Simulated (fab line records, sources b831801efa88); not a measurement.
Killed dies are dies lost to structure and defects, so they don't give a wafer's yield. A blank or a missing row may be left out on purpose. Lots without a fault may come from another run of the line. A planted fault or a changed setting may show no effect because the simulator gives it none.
fab line records | flow sky130
record lots=13 wafers=39 last_day=50
route steps=708 shown LDD_LDN@293 PAD_OPEN@708
lots that met no fault: from a run of the same line without faults
start_h: hours from the record's first day to the start of the lot's first wafer shown | wait_h: hours since the lot's step before | " the same as in the row above | L1.1+2: a row that stands for several wafers | - no value, or no start given | * or withheld: withheld | < > ~ a bound
route shown NAME@n: a module of which the file shows steps, and the number in the route of the first | usual: mean/standard deviation of fault-free wafers | same: alike in all rows | chamber/n: place in a boat | sites: the reading at each site | _std_site: their standard deviation | _edge_site: outer sites' mean less inner sites' | radius_mm: how far each site lies from the wafer's centre | mask NAME#n: copy n | behind: the tool/chamber that last shaped the wafer | hold: why the lot was held/for how many hours/how that ended | device: the transistor (n, p or np) that didn't switch | end of line: the same wafers' tests at the end of the route | a step without rows: its recipe alone | killed: dies lost to structure and defects at the first sort, not the wafer's yield | map: a wafer's dies, x killed, . not, _ none there
set.NAME: the setting as run; set.NAME@STEP: as run at that earlier step | model.NAME: the simulator's own value behind a step, which no gauge read
steps of the route over a sample of lots; a table a step, a row a wafer
services: from which hour (start_h, from the record's first day; less than 0 if before it) a tool's chamber was out of use, for how many hours, and why
## steps
# step SKY_LDD_LDN_EXPOSE_04
# recipe mask_id=LDNTM na=0.6 source_shape=conventional sigma_outer=0.6 polarization=unpolarized target_cd_nm=700 dose_mj=140
# columns lot.wafer tool chamber start_h wait_h mask
L914.2+3+6 iline_stepper-01 0 510.27 - LDNTM#0
L915.1+5+6 iline_stepper-01 0 525.00 - LDNTM#0
L917.1+5+6 iline_stepper-02 0 533.00 - LDNTM#0
L920.4+5+6 iline_stepper-02 0 595.99 - LDNTM#0
L919.1+2+4 iline_stepper-01 0 596.53 - HVPTM#0
L921.1+2+3 iline_stepper-01 0 597.15 - LDNTM#0
L927.2+3+6 iline_stepper-01 0 619.67 - LDNTM#0
L928.1+3+5 iline_stepper-02 0 635.57 - LDNTM#0
L933.1+2+6 iline_stepper-01 0 697.82 - LDNTM#0
L935.2+4+5 iline_stepper-02 0 698.09 - LDNTM#0
L932.1+2+4 iline_stepper-01 0 698.42 - LDNTM#0
L934.3+4+6 iline_stepper-02 0 698.81 - LDNTM#0
L936.1+3+4 iline_stepper-01 0 700.52 - LDNTM#0
# step SKY_LDD_LDN_OVL_MEAS_07
# usual LDD_LDN_OVL=-0.8/1.5
# columns lot.wafer tool chamber start_h wait_h LDD_LDN_OVL[nm]
L914.2 overlay-01 - 525.65 0.1 -2.7
L914.3 " - " " -4.0
L914.6 " - " " -2.7
L915.1 overlay-02 - 539.00 0.1 -3.7
L915.5 " - " " -1.7
L915.6 " - " " -4.2
L917.1 overlay-02 - 547.45 0.1 -0.4
L917.5 " - " " -0.5
L917.6 " - " " -0.9
L920.4 overlay-01 - 610.27 0.1 -0.1
L920.5 " - " " -0.2
L920.6 " - " " 1.1
L919.1 overlay-01 - 611.00 0.1 -
L919.2 " - " " -
L919.4 " - " " -
L921.1 overlay-01 - 611.50 0.1 -2.2
L921.2 " - " " -1.3
L921.3 " - " " -1.0
L927.2 overlay-02 - 633.91 0.1 0.1
L927.3 " - " " -1.3
L927.6 " - " " -1.4
L928.1 overlay-02 - 649.30 0.1 0.4
L928.3 " - " " 1.1
L928.5 " - " " 0.2
L933.1 overlay-01 - 711.40 0.1 -0.7
L933.2 " - " " -2.2
L933.6 " - " " -1.4
L935.2 overlay-02 - 711.71 0.1 1.8
L935.4 " - " " 0.8
L935.5 " - " " 1.1
L932.1 overlay-01 - 712.15 0.1 1.2
L932.2 " - " " -0.9
L932.4 " - " " -1.0
L934.3 overlay-02 - 712.31 0.1 -0.8
L934.4 " - " " -0.4
L934.6 " - " " -0.8
L936.1 overlay-01 - 714.55 0.1 0.1
L936.3 " - " " 0.3
L936.4 " - " " 0.3
# step SKY_LDD_LDN_TW_MEAS_13
# usual LDD_LDN_TW=1485/14
# columns lot.wafer tool chamber start_h wait_h LDD_LDN_TW
L914.2 film_metro-02 - 526.39 0.1 1466
L914.3 " - " " 1453
L914.6 " - " " 1463
L915.1 film_metro-04 - 539.73 0.1 1507
L915.5 " - " " 1502
L915.6 " - " " 1505
L917.1 film_metro-02 - 548.19 0.1 1466
L917.5 " - " " 1464
L917.6 " - " " 1468
L920.4 film_metro-04 - 611.02 0.1 1501
L920.5 " - " " 1504
L920.6 " - " " 1499
L919.1 film_metro-03 - 611.73 0.1 30
L919.2 " - " " 30
L919.4 " - " " 30
L921.1 film_metro-04 - 612.24 0.1 1497
L921.2 " - " " 1501
L921.3 " - " " 1502
L927.2 film_metro-03 - 634.65 0.1 1473
L927.3 " - " " 1473
L927.6 " - " " 1485
L928.1 film_metro-03 - 650.04 0.1 1486
L928.3 " - " " 1479
L928.5 " - " " 1485
L933.1 film_metro-02 - 712.14 0.1 1469
L933.2 " - " " 1468
L933.6 " - " " 1468
L935.2 film_metro-04 - 712.45 0.1 1503
L935.4 " - " " 1491
L935.5 " - " " 1500
L932.1 film_metro-03 - 712.88 0.1 1471
L932.2 " - " " 1475
L932.4 " - " " 1484
L934.3 film_metro-04 - 713.06 0.1 1503
L934.4 " - " " 1499
L934.6 " - " " 1497
L936.1 film_metro-04 - 715.28 0.1 1492
L936.3 " - " " 1486
L936.4 " - " " 1504
# step SKY_PAD_OPEN_PROBE_99
# usual killed_at_M0_to_M3=44/7.1 killed_at_M4_up=3.1/1.8 killed_at_contacts=24/5.3 killed_at_front_end=15/4.5 killed_at_other=0.2/0.42 killed_dies=86/9.6 killed_on_rim=17/4 killed_open=46/6.9 killed_short=40/6.4
# same gross_dies=492 killed_at_back_side=0
# columns lot.wafer tool chamber start_h wait_h killed_at_M0_to_M3 killed_at_M4_up killed_at_contacts killed_at_front_end killed_at_other killed_dies killed_on_rim killed_open killed_short
L919.1 prober-01 - 1130.51 0.1 34 8 31 419 0 492 96 45 41
L919.2 prober-01 - 1130.56 0.1 59 6 18 409 0 492 96 51 46
L919.4 prober-01 - 1130.66 0.2 37 6 29 419 1 492 96 43 48
L927.3 prober-02 - 1147.03 0.2 55 3 29 13 0 100 20 45 55
L927.6 prober-02 - 1147.18 0.2 42 3 24 6 1 76 14 41 35
# killed by level:class
L919.1 LDD_LDN:area_expose=406 CONTACT:geometric_particle:open=11 LI_CONTACT:geometric_particle:open=7 METAL4:geometric_particle:short=7 LOCAL_INTERCONNECT:geometric_particle:short=6 VIA1:geometric_particle:open=6 METAL1:geometric_particle:short=5 VIA3:geometric_particle:open=5
L919.2 LDD_LDN:area_expose=395 VIA1:geometric_particle:open=12 CONTACT:geometric_particle:open=11 METAL2:geometric_particle:short=9 VIA3:geometric_particle:open=9 VIA2:geometric_particle:open=8 FIELD_ISO:geometric_particle:short=6 VIA1:geometric_particle:short=6
L919.4 LDD_LDN:area_expose=401 CONTACT:geometric_particle:open=12 VIA1:geometric_particle:open=10 VIA1:geometric_particle:short=8 POLY_GATE:geometric_particle:short=7 LI_CONTACT:geometric_particle:open=5 METAL2:geometric_particle:short=5 FIELD_ISO:geometric_particle:short=4
L927.3 CONTACT:geometric_particle:open=15 METAL1:geometric_particle:short=10 VIA1:geometric_particle:short=8 VIA2:geometric_particle:open=7 VIA2:geometric_particle:short=7 VIA1:geometric_particle:open=6 CONTACT:geometric_particle:short=6 METAL2:geometric_particle:short=6
L927.6 VIA1:geometric_particle:open=12 CONTACT:geometric_particle:open=9 CONTACT:geometric_particle:short=7 VIA1:geometric_particle:short=5 VIA2:geometric_particle:open=5 FIELD_ISO:geometric_particle:open=4 METAL1:geometric_particle:short=4 METAL2:geometric_particle:short=4
## services
# columns tool chamber start_h hours kind
iline_stepper-01 - 530.71 4.4 pm
iline_stepper-02 - 566.58 2.1 pm
iline_stepper-02 - 568.66 - consumable_replace:lamp
iline_stepper-02 - 596.22 8.9 pm
iline_stepper-02 - 658.30 1.7 pm
iline_stepper-01 - 680.34 1.7 pm
## key
first_sign step=SKY_LDD_LDN_EXPOSE_04 reading=mask direction=changed
effect step=SKY_LDD_LDN_OVL_MEAS_07 reading=LDD_LDN_OVL direction=missing
effect step=SKY_LDD_LDN_TW_MEAS_13 reading=LDD_LDN_TW direction=down sigmas=99+ usual=1485 struck=30
effect step=SKY_PAD_OPEN_PROBE_99 reading=killed_at_front_end direction=up sigmas=89 usual=15 struck=416
more_kills_born_at SKY_LDD_LDN_EXPOSE_04@iline_stepper-01=1202
met_at SKY_LDD_LDN_EXPOSE_04
struck_lots L919
tester_left_out L919
onset_between 525.00 596.53
fault kind=wrong_mask tool=any chamber=- onset_h=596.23 steps=SKY_LDD_LDN_EXPOSE_04 aux_copy=HVPTM#0 scope=struck_lots_only
# tester_left_out: of these lots the tester's yield and bins aren't shown, on N5 and GAA mostly nor the transistor test; their killed dies are dies lost to structure and defects alone, not to doping, threshold or leakage, so they don't give the yield
